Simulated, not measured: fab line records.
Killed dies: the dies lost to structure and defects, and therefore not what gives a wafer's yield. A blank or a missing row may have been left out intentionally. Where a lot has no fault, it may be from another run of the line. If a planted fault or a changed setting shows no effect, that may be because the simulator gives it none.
fab line records / flow sky130 / part 2 of 2: steps 42 to 42 of 42
record lots=6 wafers=18 last-day=50
route steps=708 shown SD_P@327 RES_XHIGH@332 SD_N@342 SALICIDE@361 LI_CONTACT@362 PAD_OPEN@708
lots with no fault: from the same line, run without faults
start-h: start of the lot's first displayed wafer, in hours after the record's first day / wait-h: time in hours since the lot's previous step / " the same as in the row above / L1.1+2: a row that stands for several wafers / - no value, or no start was given / * or withheld: withheld / < > ~ a bound
route shown NAME@n: a module of which the file shows steps, and the number in the route of the first / usual: the fault-free wafers' mean and standard deviation / same: alike in all rows / chamber/n: place in a boat / sites: each site's reading / _std_site: the values' standard deviation / _edge_site: the outer-site mean with the inner-site mean subtracted / radius-mm: how far each site lies from the wafer's centre / mask NAME#n: copy n / behind: the most recent tool/chamber to have shaped the wafer / hold: the reason the lot was held/the length of the hold in hours/how it ended / device: whichever transistor did not switch (one of n, p or np) / end of line: tests of these same wafers at the route's end / a step without rows: its recipe alone / killed: not the wafer's yield, but the dies lost to structure and defects at the first sort / map: a wafer's dies, x killed, . not, _ none there
set.NAME: setting as actually run; set.NAME@STEP: the setting as run at that earlier step / model.NAME: the simulator's own value behind a step, which no gauge read
lots at some steps of the route; a table a step, a row a wafer
services: the hour from which a tool's chamber was out of use, counted from the record's first day as start-h (under 0 if before that day), plus the number of hours and why
## steps
# step SKY_PAD_OPEN_PROBE_99
# usual killed_at_M0_to_M3=44/8.6 killed_at_M4_up=3.4/1.9 killed-at-contacts=23/5.7 killed-at-front-end=15/4.5 killed-at-other=0.4/0.62 killed-dies=86/11 killed-open=46/7.6 killed-short=39/6.3
# same gross-dies=492 killed-at-back-side=0
lot.wafer=L340.1 tool=prober-01 chamber=- start-h=1089.48 wait-h=0.1 killed_at_M0_to_M3=51 killed_at_M4_up=4 killed-at-contacts=20 killed-at-front-end=16 killed-at-other=1 killed-dies=92 killed-open=55 killed-short=37 model.etest.res-xhigh-po.line-ohm-um=6103 model.etest.res-xhigh-po.rs-ohm-sq-rim-less-centre=34.6 model.etest.res-xhigh-po.rs-ohm-sq-range=82.36 model.etest.res-xhigh-po.rs-ohm-sq=2150
lot.wafer=L340.5 tool=prober-01 chamber=- start-h=1089.68 wait-h=0.2 killed_at_M0_to_M3=59 killed_at_M4_up=8 killed-at-contacts=27 killed-at-front-end=17 killed-at-other=0 killed-dies=111 killed-open=54 killed-short=57 model.etest.res-xhigh-po.line-ohm-um=5912 model.etest.res-xhigh-po.rs-ohm-sq-rim-less-centre=29.84 model.etest.res-xhigh-po.rs-ohm-sq-range=79.87 model.etest.res-xhigh-po.rs-ohm-sq=2068
lot.wafer=L340.6 tool=prober-01 chamber=- start-h=1089.73 wait-h=0.2 killed_at_M0_to_M3=37 killed_at_M4_up=3 killed-at-contacts=16 killed-at-front-end=24 killed-at-other=0 killed-dies=80 killed-open=44 killed-short=36 model.etest.res-xhigh-po.line-ohm-um=5790 model.etest.res-xhigh-po.rs-ohm-sq-rim-less-centre=18.22 model.etest.res-xhigh-po.rs-ohm-sq-range=75.72 model.etest.res-xhigh-po.rs-ohm-sq=2031
lot.wafer=L344.3 tool=prober-02 chamber=- start-h=1116.09 wait-h=0.2 killed_at_M0_to_M3=40 killed_at_M4_up=2 killed-at-contacts=25 killed-at-front-end=14 killed-at-other=1 killed-dies=82 killed-open=41 killed-short=41 model.etest.res-xhigh-po.line-ohm-um=5839 model.etest.res-xhigh-po.rs-ohm-sq-rim-less-centre=97.49 model.etest.res-xhigh-po.rs-ohm-sq-range=120.9 model.etest.res-xhigh-po.rs-ohm-sq=2027
lot.wafer=L344.4 tool=prober-02 chamber=- start-h=1116.14 wait-h=0.2 killed_at_M0_to_M3=58 killed_at_M4_up=3 killed-at-contacts=16 killed-at-front-end=11 killed-at-other=0 killed-dies=88 killed-open=45 killed-short=43 model.etest.res-xhigh-po.line-ohm-um=5640 model.etest.res-xhigh-po.rs-ohm-sq-rim-less-centre=89.79 model.etest.res-xhigh-po.rs-ohm-sq-range=118.4 model.etest.res-xhigh-po.rs-ohm-sq=1965
lot.wafer=L344.5 tool=prober-02 chamber=- start-h=1116.19 wait-h=0.2 killed_at_M0_to_M3=42 killed_at_M4_up=5 killed-at-contacts=27 killed-at-front-end=11 killed-at-other=2 killed-dies=87 killed-open=36 killed-short=51 model.etest.res-xhigh-po.line-ohm-um=5580 model.etest.res-xhigh-po.rs-ohm-sq-rim-less-centre=78.86 model.etest.res-xhigh-po.rs-ohm-sq-range=105.6 model.etest.res-xhigh-po.rs-ohm-sq=1951
lot.wafer=L353.2 tool=prober-01 chamber=- start-h=1173.36 wait-h=0.1 killed_at_M0_to_M3=49 killed_at_M4_up=5 killed-at-contacts=21 killed-at-front-end=8 killed-at-other=0 killed-dies=83 killed-open=52 killed-short=31 model.etest.res-xhigh-po.line-ohm-um=5999 model.etest.res-xhigh-po.rs-ohm-sq-rim-less-centre=-199.3 model.etest.res-xhigh-po.rs-ohm-sq-range=216.8 model.etest.res-xhigh-po.rs-ohm-sq=2115
lot.wafer=L353.4 tool=prober-01 chamber=- start-h=1173.46 wait-h=0.2 killed_at_M0_to_M3=50 killed_at_M4_up=5 killed-at-contacts=16 killed-at-front-end=15 killed-at-other=1 killed-dies=87 killed-open=45 killed-short=41 model.etest.res-xhigh-po.line-ohm-um=5662 model.etest.res-xhigh-po.rs-ohm-sq-rim-less-centre=-206.9 model.etest.res-xhigh-po.rs-ohm-sq-range=218.2 model.etest.res-xhigh-po.rs-ohm-sq=1964
lot.wafer=L353.5 tool=prober-01 chamber=- start-h=1173.51 wait-h=0.2 killed_at_M0_to_M3=42 killed_at_M4_up=4 killed-at-contacts=18 killed-at-front-end=19 killed-at-other=0 killed-dies=83 killed-open=43 killed-short=40 model.etest.res-xhigh-po.line-ohm-um=5912 model.etest.res-xhigh-po.rs-ohm-sq-rim-less-centre=-210.7 model.etest.res-xhigh-po.rs-ohm-sq-range=223.1 model.etest.res-xhigh-po.rs-ohm-sq=2034
lot.wafer=L354.2 tool=prober-01 chamber=- start-h=1176.69 wait-h=0.1 killed_at_M0_to_M3=58 killed_at_M4_up=5 killed-at-contacts=22 killed-at-front-end=17 killed-at-other=1 killed-dies=103 killed-open=50 killed-short=51 model.etest.res-xhigh-po.line-ohm-um=5943 model.etest.res-xhigh-po.rs-ohm-sq-rim-less-centre=-264.4 model.etest.res-xhigh-po.rs-ohm-sq-range=287.8 model.etest.res-xhigh-po.rs-ohm-sq=2092
lot.wafer=L354.4 tool=prober-01 chamber=- start-h=1176.79 wait-h=0.2 killed_at_M0_to_M3=31 killed_at_M4_up=2 killed-at-contacts=22 killed-at-front-end=16 killed-at-other=1 killed-dies=72 killed-open=31 killed-short=41 model.etest.res-xhigh-po.line-ohm-um=6060 model.etest.res-xhigh-po.rs-ohm-sq-rim-less-centre=-253.1 model.etest.res-xhigh-po.rs-ohm-sq-range=276.6 model.etest.res-xhigh-po.rs-ohm-sq=2096
lot.wafer=L354.5 tool=prober-01 chamber=- start-h=1176.84 wait-h=0.2 killed_at_M0_to_M3=31 killed_at_M4_up=2 killed-at-contacts=28 killed-at-front-end=14 killed-at-other=0 killed-dies=75 killed-open=43 killed-short=32 model.etest.res-xhigh-po.line-ohm-um=6082 model.etest.res-xhigh-po.rs-ohm-sq-rim-less-centre=-269.5 model.etest.res-xhigh-po.rs-ohm-sq-range=284.9 model.etest.res-xhigh-po.rs-ohm-sq=2117
lot.wafer=L356.1 tool=prober-01 chamber=- start-h=1180.14 wait-h=0.1 killed_at_M0_to_M3=61 killed_at_M4_up=2 killed-at-contacts=24 killed-at-front-end=13 killed-at-other=0 killed-dies=100 killed-open=49 killed-short=51 model.etest.res-xhigh-po.line-ohm-um=5657 model.etest.res-xhigh-po.rs-ohm-sq-rim-less-centre=-118.2 model.etest.res-xhigh-po.rs-ohm-sq-range=132.6 model.etest.res-xhigh-po.rs-ohm-sq=2011
lot.wafer=L356.2 tool=prober-01 chamber=- start-h=1180.19 wait-h=0.1 killed_at_M0_to_M3=61 killed_at_M4_up=3 killed-at-contacts=28 killed-at-front-end=20 killed-at-other=0 killed-dies=112 killed-open=66 killed-short=46 model.etest.res-xhigh-po.line-ohm-um=5838 model.etest.res-xhigh-po.rs-ohm-sq-rim-less-centre=-108 model.etest.res-xhigh-po.rs-ohm-sq-range=122.6 model.etest.res-xhigh-po.rs-ohm-sq=2027
lot.wafer=L356.6 tool=prober-01 chamber=- start-h=1180.39 wait-h=0.2 killed_at_M0_to_M3=30 killed_at_M4_up=7 killed-at-contacts=19 killed-at-front-end=20 killed-at-other=1 killed-dies=77 killed-open=44 killed-short=33 model.etest.res-xhigh-po.line-ohm-um=5637 model.etest.res-xhigh-po.rs-ohm-sq-rim-less-centre=-101.9 model.etest.res-xhigh-po.rs-ohm-sq-range=112.4 model.etest.res-xhigh-po.rs-ohm-sq=1965
lot.wafer=L361.1 tool=prober-02 chamber=- start-h=1200.79 wait-h=0.1 killed_at_M0_to_M3=42 killed_at_M4_up=1 killed-at-contacts=36 killed-at-front-end=14 killed-at-other=0 killed-dies=93 killed-open=48 killed-short=45 model.etest.res-xhigh-po.line-ohm-um=5668 model.etest.res-xhigh-po.rs-ohm-sq-rim-less-centre=-85.51 model.etest.res-xhigh-po.rs-ohm-sq-range=99.38 model.etest.res-xhigh-po.rs-ohm-sq=2001
lot.wafer=L361.4 tool=prober-02 chamber=- start-h=1200.94 wait-h=0.2 killed_at_M0_to_M3=45 killed_at_M4_up=5 killed-at-contacts=19 killed-at-front-end=22 killed-at-other=1 killed-dies=92 killed-open=48 killed-short=43 model.etest.res-xhigh-po.line-ohm-um=5826 model.etest.res-xhigh-po.rs-ohm-sq-rim-less-centre=-96.44 model.etest.res-xhigh-po.rs-ohm-sq-range=104.1 model.etest.res-xhigh-po.rs-ohm-sq=2036
lot.wafer=L361.6 tool=prober-02 chamber=- start-h=1201.04 wait-h=0.2 killed_at_M0_to_M3=47 killed_at_M4_up=1 killed-at-contacts=23 killed-at-front-end=13 killed-at-other=0 killed-dies=84 killed-open=53 killed-short=30 model.etest.res-xhigh-po.line-ohm-um=5666 model.etest.res-xhigh-po.rs-ohm-sq-rim-less-centre=-62.62 model.etest.res-xhigh-po.rs-ohm-sq-range=103.2 model.etest.res-xhigh-po.rs-ohm-sq=2015
# killed by level:class
L340.1 VIA1:geometric-particle:open=14 VIA2:geometric-particle:open=9 LI_CONTACT:geometric-particle:open=8 METAL2:geometric-particle:short=8 VIA3:geometric-particle:open=5 POLY_GATE:geometric-particle:open=4 CONTACT:geometric-particle:short=4 CONTACT:geometric-particle:open=4
L340.5 VIA1:geometric-particle:open=14 CONTACT:geometric-particle:open=10 VIA1:geometric-particle:short=10 LOCAL_INTERCONNECT:geometric-particle:short=7 VIA2:geometric-particle:open=7 VIA3:geometric-particle:open=7 METAL4:geometric-particle:short=7 POLY_GATE:geometric-particle:short=6
L340.6 VIA1:geometric-particle:open=10 POLY_GATE:geometric-particle:open=8 LI_CONTACT:geometric-particle:open=5 METAL1:geometric-particle:short=5 VIA1:geometric-particle:short=5 VIA3:geometric-particle:open=4 LOCAL_INTERCONNECT:geometric-particle:short=4 CONTACT:geometric-particle:open=4
L344.3 VIA1:geometric-particle:open=9 METAL2:geometric-particle:short=8 LI_CONTACT:geometric-particle:open=7 VIA2:geometric-particle:open=6 LOCAL_INTERCONNECT:geometric-particle:short=6 CONTACT:geometric-particle:short=6 CONTACT:geometric-particle:open=5 SPACER:geometric-particle:open=4
L344.4 VIA1:geometric-particle:open=9 VIA3:geometric-particle:open=9 VIA2:geometric-particle:open=7 VIA1:geometric-particle:short=7 METAL2:geometric-particle:short=6 METAL3:geometric-particle:short=6 LI_CONTACT:geometric-particle:open=5 CONTACT:geometric-particle:short=5
L344.5 CONTACT:geometric-particle:open=10 VIA1:geometric-particle:open=9 LOCAL_INTERCONNECT:geometric-particle:short=9 METAL2:geometric-particle:short=7 VIA2:geometric-particle:open=6 VIA1:geometric-particle:short=5 POLY_GATE:geometric-particle:short=4 LI_CONTACT:geometric-particle:short=4
L353.2 CONTACT:geometric-particle:open=11 VIA2:geometric-particle:open=10 VIA3:geometric-particle:open=9 VIA1:geometric-particle:open=9 METAL1:geometric-particle:short=6 VIA1:geometric-particle:short=6 LI_CONTACT:geometric-particle:open=5 METAL4:geometric-particle:short=4
L353.4 VIA1:geometric-particle:open=14 CONTACT:geometric-particle:short=7 VIA1:geometric-particle:short=6 VIA2:geometric-particle:open=6 FIELD_ISO:geometric-particle:open=5 VIA2:geometric-particle:short=5 METAL4:geometric-particle:short=5 METAL2:geometric-particle:short=4
L353.5 FIELD_ISO:geometric-particle:open=9 VIA2:geometric-particle:open=8 METAL3:geometric-particle:short=8 VIA1:geometric-particle:open=7 FIELD_ISO:geometric-particle:short=6 CONTACT:geometric-particle:open=6 VIA1:geometric-particle:short=6 CONTACT:geometric-particle:short=5
L354.2 VIA1:geometric-particle:open=13 LI_CONTACT:geometric-particle:open=8 METAL1:geometric-particle:short=8 VIA2:geometric-particle:open=7 FIELD_ISO:geometric-particle:short=6 METAL2:geometric-particle:short=6 CONTACT:geometric-particle:open=5 VIA1:geometric-particle:short=5
L354.4 LI_CONTACT:geometric-particle:open=7 METAL1:geometric-particle:short=7 LI_CONTACT:geometric-particle:short=5 VIA1:geometric-particle:open=5 CONTACT:geometric-particle:short=5 FIELD_ISO:geometric-particle:short=4 METAL3:geometric-particle:short=4 CONTACT:geometric-particle:open=4
L354.5 CONTACT:geometric-particle:open=11 LI_CONTACT:geometric-particle:open=7 VIA3:geometric-particle:open=6 CONTACT:geometric-particle:short=6 METAL3:geometric-particle:short=5 POLY_GATE:geometric-particle:open=4 METAL2:geometric-particle:short=4 VIA2:geometric-particle:open=4
L356.1 VIA3:geometric-particle:open=12 METAL1:geometric-particle:short=8 VIA1:geometric-particle:open=8 LI_CONTACT:geometric-particle:open=7 METAL2:geometric-particle:short=6 VIA1:geometric-particle:short=6 CONTACT:geometric-particle:open=5 METAL3:geometric-particle:short=5
L356.2 VIA1:geometric-particle:open=20 CONTACT:geometric-particle:open=15 VIA2:geometric-particle:open=9 VIA3:geometric-particle:open=8 VIA2:geometric-particle:short=6 FIELD_ISO:geometric-particle:open=5 POLY_GATE:geometric-particle:open=5 LI_CONTACT:geometric-particle:short=5
L356.6 VIA2:geometric-particle:open=11 CONTACT:geometric-particle:open=9 CONTACT:geometric-particle:short=7 POLY_GATE:geometric-particle:open=5 METAL2:geometric-particle:short=5 FIELD_ISO:geometric-particle:open=4 FIELD_ISO:geometric-particle:short=4 METAL4:geometric-particle:short=4
L361.1 LI_CONTACT:geometric-particle:open=9 CONTACT:geometric-particle:open=9 LOCAL_INTERCONNECT:geometric-particle:short=7 VIA2:geometric-particle:open=7 VIA1:geometric-particle:short=7 CONTACT:geometric-particle:short=6 VIA1:geometric-particle:open=5 VIA3:geometric-particle:open=5
L361.4 FIELD_ISO:geometric-particle:open=9 LI_CONTACT:geometric-particle:open=8 VIA1:geometric-particle:open=8 METAL1:geometric-particle:short=7 CONTACT:geometric-particle:open=6 VIA1:geometric-particle:short=6 VIA2:geometric-particle:open=6 METAL4:geometric-particle:short=5
L361.6 VIA1:geometric-particle:open=12 CONTACT:geometric-particle:open=9 VIA2:geometric-particle:open=9 LI_CONTACT:geometric-particle:open=8 VIA1:geometric-particle:short=6 POLY_GATE:geometric-particle:open=5 METAL1:geometric-particle:short=4 VIA3:geometric-particle:open=4
## services
tool=cmp-02 chamber=- start-h=576.30 hours=- kind=consumable-replace:conditioner
tool=cmp-01 chamber=- start-h=578.36 hours=1.1 kind=repair
tool=plasma-asher-02 chamber=- start-h=610.15 hours=0.9 kind=repair
tool=cmp-02 chamber=- start-h=615.76 hours=3.8 kind=repair
tool=implanter-02 chamber=- start-h=633.04 hours=3.5 kind=repair
tool=implanter-02 chamber=- start-h=634.51 hours=4.2 kind=repair
tool=plasma-asher-04 chamber=- start-h=645.43 hours=3.6 kind=repair
tool=rtp-anneal-01 chamber=- start-h=655.96 hours=66.2 kind=pm
tool=cmp-02 chamber=- start-h=658.26 hours=5.4 kind=pm
tool=cmp-02 chamber=- start-h=682.47 hours=3.9 kind=repair
tool=implanter-02 chamber=- start-h=682.49 hours=3.7 kind=repair
tool=cmp-01 chamber=- start-h=696.43 hours=3.4 kind=repair
tool=cmp-02 chamber=- start-h=707.67 hours=5.2 kind=pm
tool=cmp-01 chamber=- start-h=710.09 hours=0.9 kind=repair
tool=plasma-asher-04 chamber=- start-h=733.75 hours=9.0 kind=pm
tool=plasma-asher-02 chamber=- start-h=738.62 hours=2.1 kind=repair
tool=cmp-01 chamber=- start-h=744.00 hours=4.0 kind=pm
tool=plasma-asher-03 chamber=- start-h=745.77 hours=2.1 kind=repair
tool=cmp-01 chamber=- start-h=746.93 hours=1.8 kind=repair
tool=cmp-01 chamber=- start-h=768.93 hours=18.4 kind=pm
tool=plasma-asher-04 chamber=- start-h=777.00 hours=2.8 kind=pm
tool=cmp-01 chamber=- start-h=802.19 hours=6.9 kind=pm
tool=plasma-asher-04 chamber=- start-h=819.08 hours=15.6 kind=pm
tool=cmp-01 chamber=- start-h=822.10 hours=3.9 kind=pm
## key
first-sign none at tools or gauges
model-effect step=SKY_PAD_OPEN_PROBE_99 value=etest.res-xhigh-po.line-ohm-um without=5710 struck=5943
met-at SKY_RES_XHIGH_IMPLANT_07
struck-wafers L353.2,L353.4,L353.5,L354.2,L354.4,L354.5
tester-left-out L353,L354
onset-between 668.54 753.39
also-fits SKY_SD_P_STRIP_10:plasma-asher-04,SKY_RES_XHIGH_STRIP_08:plasma-asher-02,SKY_LI_CONTACT_CMP_02:cmp-02
fault kind=process-parameter-drift tool=implanter-02 chamber=- onset-h=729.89 steps=SKY_RES_XHIGH_IMPLANT_07 channel=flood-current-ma offset=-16 shape=step end-h=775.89
# tester-left-out: of these lots the tester's yield and bins aren't shown, on N5 and GAA mostly nor the transistor test; their killed dies are dies lost to structure and defects alone, not to doping, threshold or leakage, so they don't give the yield
